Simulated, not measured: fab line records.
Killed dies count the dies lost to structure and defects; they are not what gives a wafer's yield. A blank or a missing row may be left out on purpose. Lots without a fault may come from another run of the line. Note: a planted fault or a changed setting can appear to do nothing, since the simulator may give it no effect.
Chamber matching	flow sky130	SKY_CAP2M_CVD_00 on pecvd-01: 3 sister chambers
The step deposits SiO2, target thk 15.5 nm. 3 wafers are shown with their chamber, then 7 later ones without.

WAFERS PAIRED WITH THEIR CHAMBERS
wafer	chamber	heaterPowerW (W)
L993.4	2	717
L996.2	1	746
L996.4	0	662

WAFERS MISSING THEIR CHAMBER
wafer	heaterPowerW (W)
L996.6	764
L999.1	750
L999.3	671
L999.4	657
L101.2	774
L101.4	790
L101.6	746

EACH ONE'S CHAMBER
wafer	from the rows above	in truth
L996.6	can't be placed: 1 or 2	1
L999.1	can't be placed: 1 or 2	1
L999.3	can't be placed: 0 or 2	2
L999.4	0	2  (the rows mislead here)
L101.2	can't be placed: 1 or 2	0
L101.4	can't be placed: 1 or 2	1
L101.6	can't be placed: 1 or 2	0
Correctly placed: 0 of 7. Not placeable from these rows: 6 (in 4, the candidates include the true chamber). Placed wrongly: 1.
How it was worked out, from the rows above alone: a wafer's distance from a chamber is the root of the sum, over the readings, of the square of ((its reading less the chamber's mean) divided by the reading's scatter). The wafer belongs to the nearest chamber; if the next one is less than 2 further off, it can't be placed. Each chamber's mean is taken over the wafers shown for it. The scatter: root of mean squared gap, hidden wafer to nearest shown wafer, with one shown wafer a chamber.
